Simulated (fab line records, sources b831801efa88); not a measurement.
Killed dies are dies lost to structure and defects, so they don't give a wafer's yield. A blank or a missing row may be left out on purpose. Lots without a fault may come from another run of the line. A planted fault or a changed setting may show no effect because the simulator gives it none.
Which tool did it? | flow gf180mcu | 13 lots, 39 wafers sampled, at 5 steps of a route of 602

WHAT THE GAUGES READ, wafer by wafer
GF_MVPSD_OVL_MEAS_07.
lot  | measured     | on         | MVPSD_OVL (nm)
L667 | day 4 23:14  | overlay-02 | 2.2 2.6 0.5
L669 | day 5 12:02  | overlay-01 | 1.5 2.5 1.8
L670 | day 5 18:56  | overlay-01 | 1.2 1.3 1.0
L671 | day 6 02:17  | overlay-01 | -0.3 0.5 2.1
L676 | day 7 08:44  | overlay-02 | 1.0 -2.0 -0.2
L679 | day 8 04:53  | overlay-01 | 1.4 -0.8 -0.7
L683 | day 9 02:58  | overlay-01 | -1.0 -1.5 -0.5
L684 | day 9 09:44  | overlay-01 | 0.9 1.2 2.0
L685 | day 9 17:13  | overlay-02 | 1.6 3.0 0.0
L686 | day 9 20:54  | overlay-02 | 0.5 0.9 0.0
L688 | day 10 07:53 | overlay-02 | -0.8 1.1 -1.0
L689 | day 10 15:32 | overlay-02 | 1.3 1.9 2.0
L690 | day 10 20:47 | overlay-02 | -0.2 0.8 1.5

GF_VT_IMPLANT_TW_MEAS_43.
lot  | measured     | on            | VT_IMPLANT_4_TW
L667 | day 7 13:23  | film_metro-02 | 692 691 687
L669 | day 8 04:01  | film_metro-03 | 699 695 697
L670 | day 8 11:43  | film_metro-03 | 700 695 696
L671 | day 8 19:58  | film_metro-04 | 690 689 687
L676 | day 10 06:27 | film_metro-04 | 617 614 619
L679 | day 11 03:43 | film_metro-03 | 620 620 621
L683 | day 12 05:12 | film_metro-03 | 692 692 691
L684 | day 12 10:59 | film_metro-03 | 697 699 696
L685 | day 12 20:13 | film_metro-04 | 697 691 695
L686 | day 13 00:42 | film_metro-03 | 690 692 689
L688 | day 13 14:34 | film_metro-02 | 694 685 687
L689 | day 13 21:43 | film_metro-02 | 686 689 687
L690 | day 14 03:14 | film_metro-03 | 691 691 691

GF_DUAL_GATE_THK_MEAS_03.
lot  | measured     | on            | DUAL_GATE_OXIDATION_00_THK (nm)
L667 | day 7 16:15  | film_metro-02 | 11.00 10.84 10.92
L669 | day 8 06:21  | film_metro-04 | 10.45 10.36 10.53
L670 | day 8 14:17  | film_metro-02 | 11.22 11.23 10.99
L671 | day 8 22:17  | film_metro-04 | 10.76 10.64 10.62
L676 | day 10 08:58 | film_metro-02 | 10.74 10.84 10.87
L679 | day 11 06:02 | film_metro-02 | 11.25 10.84 10.78
L683 | day 12 08:13 | film_metro-01 | 10.64 10.59 10.57
L684 | day 12 13:58 | film_metro-01 | 10.61 10.77 10.79
L685 | day 13 00:30 | film_metro-04 | 10.66 10.81 10.62
L686 | day 13 03:02 | film_metro-04 | 10.93 10.77 10.89
L688 | day 13 16:53 | film_metro-01 | 10.76 10.76 10.77
L689 | day 14 00:24 | film_metro-02 | 10.71 10.68 10.75
L690 | day 14 05:34 | film_metro-02 | 10.59 10.54 10.51

WHICH TOOL RAN EACH LOT (tool, then ch and the chambers of the sampled wafers, then the start)
lot  | GF_LVPWELL_STRIP_10                 | GF_VT_IMPLANT_IMPLANT_41
L667 | plasma_asher-02 ch 1, day 3 20:34   | implanter-03 ch 0, day 7 13:08
L669 | plasma_asher-02 ch 0,1, day 4 07:58 | implanter-03 ch 0, day 8 03:47
L670 | plasma_asher-04 ch 0,1, day 4 13:58 | implanter-03 ch 0, day 8 11:29
L671 | plasma_asher-04 ch 0,1, day 4 20:22 | implanter-04 ch 0, day 8 19:43
L676 | plasma_asher-02 ch 0,1, day 6 00:51 | implanter-01 ch 0, day 10 06:14
L679 | plasma_asher-03 ch 0,1, day 6 19:55 | implanter-01 ch 0, day 11 03:28
L683 | plasma_asher-04 ch 0,1, day 7 16:22 | implanter-04 ch 0, day 12 04:57
L684 | plasma_asher-03 ch 0,1, day 7 23:25 | implanter-04 ch 0, day 12 10:44
L685 | plasma_asher-02 ch 0,1, day 8 05:58 | implanter-03 ch 0, day 12 19:58
L686 | plasma_asher-04 ch 0,1, day 8 09:36 | implanter-03 ch 0, day 13 00:29
L688 | plasma_asher-03 ch 0, day 8 20:10   | implanter-04 ch 0, day 13 14:20
L689 | plasma_asher-04 ch 1, day 9 04:01   | implanter-01 ch 0, day 13 21:29
L690 | plasma_asher-03 ch 0,1, day 9 08:22 | implanter-04 ch 0, day 14 02:59
- GF_LVPWELL_STRIP_10: strips in O2/N2.
- GF_VT_IMPLANT_IMPLANT_41

WHAT THE TOOLS THEMSELVES READ (means of the sampled wafers that have a number; where no wafer has one, the mark that the record gives instead)
GF_LVPWELL_STRIP_10.
lot  | tool            | chamber_pressure_mTorr (mTorr) | drypump_motor_current_A (A) | heater_power_w (W) | o2_flow_sccm (sccm) | oes_product_au (a.u.) | strip_time_to_endpoint_s (s)
L667 | plasma_asher-02 | 1499.3                         | 5.5                         | 306                | 2998                | 0.723                 | 36.90
L669 | plasma_asher-02 | 1499.8                         | 5.5                         | 297                | 2992                | 0.725                 | 37.18
L670 | plasma_asher-04 | 1501.0                         | 5.2                         | 302                | 2999                | 0.723                 | 36.97
L671 | plasma_asher-04 | 1500.0                         | 5.2                         | 307                | 2996                | 0.722                 | 36.99
L676 | plasma_asher-02 | 1501.2                         | 5.5                         | 302                | 2992                | 0.720                 | 36.86
L679 | plasma_asher-03 | 1502.5                         | 6.4                         | 369                | 3013                | 0.727                 | 36.94
L683 | plasma_asher-04 | 1499.5                         | 5.2                         | 298                | 3003                | 0.723                 | 37.13
L684 | plasma_asher-03 | 1499.5                         | 6.4                         | 347                | 3004                | 0.727                 | 37.09
L685 | plasma_asher-02 | 1500.4                         | 5.5                         | 288                | 2995                | 0.726                 | 36.94
L686 | plasma_asher-04 | 1499.9                         | 5.2                         | 298                | 2991                | 0.721                 | 36.85
L688 | plasma_asher-03 | 1501.1                         | 6.4                         | 389                | 2999                | 0.728                 | 37.07
L689 | plasma_asher-04 | 1499.9                         | 4.8                         | 329                | 3004                | 0.719                 | 36.99
L690 | plasma_asher-03 | 1499.9                         | 6.4                         | 345                | 2996                | 0.723                 | 36.95

GF_VT_IMPLANT_IMPLANT_41.
lot  | tool         | end_station_pressure_torr (Torr) | tilt_deg (degrees)
L667 | implanter-03 | 5.12e-06                         | 6.971
L669 | implanter-03 | 4.98e-06                         | 7.032
L670 | implanter-03 | 5.00e-06                         | 7.001
L671 | implanter-04 | 5.18e-06                         | 6.988
L676 | implanter-01 | 5.05e-06                         | -0.036
L679 | implanter-01 | 5.02e-06                         | 0.004
L683 | implanter-04 | 5.02e-06                         | 6.983
L684 | implanter-04 | 4.89e-06                         | 7.026
L685 | implanter-03 | 4.95e-06                         | 6.995
L686 | implanter-03 | 5.06e-06                         | 7.010
L688 | implanter-04 | 4.98e-06                         | 7.003
L689 | implanter-01 | 5.18e-06                         | 6.993
L690 | implanter-04 | 5.15e-06                         | 6.975

THE ANSWER, worked out from the rows above alone
Rule: what is usual is taken from the lots themselves. Put in order of their means at a reading, lots are off if they are a third of the lots or fewer, leave a main group of 4 or more, and stand apart from it by a gap of 3 or more times the standard deviation of the main group's means; of several such gaps the widest counts. A main group whose means are all the same, to the digits that the tables above print for the reading, isn't used. A lot without any number at a reading at which 4 lots or more have one is off too. The other lots that the step has rows for count as sound. The gauges are gone through in route order, then the tools' own readings, and for those a lot's mean is taken as printed above. The first step at which some lot is off is used, and at that step the reading that is off furthest; a lot without a number counts as furthest.
Off: L676, L679, at GF_VT_IMPLANT_TW_MEAS_43 (VT_IMPLANT_4_TW). The main group: mean 692, standard deviation 3.5.
A tool fits if, at a process step before that reading, it ran every lot that is off, and no sound lot after the first of them. The gauges at GF_VT_IMPLANT_TW_MEAS_43 aren't tried: what is off there is off at GF_VT_IMPLANT_IMPLANT_41 too, on other tools, and a gauge's error can't cause that. None of those tried fits.

WHAT THE SIMULATOR HAD PUT IN
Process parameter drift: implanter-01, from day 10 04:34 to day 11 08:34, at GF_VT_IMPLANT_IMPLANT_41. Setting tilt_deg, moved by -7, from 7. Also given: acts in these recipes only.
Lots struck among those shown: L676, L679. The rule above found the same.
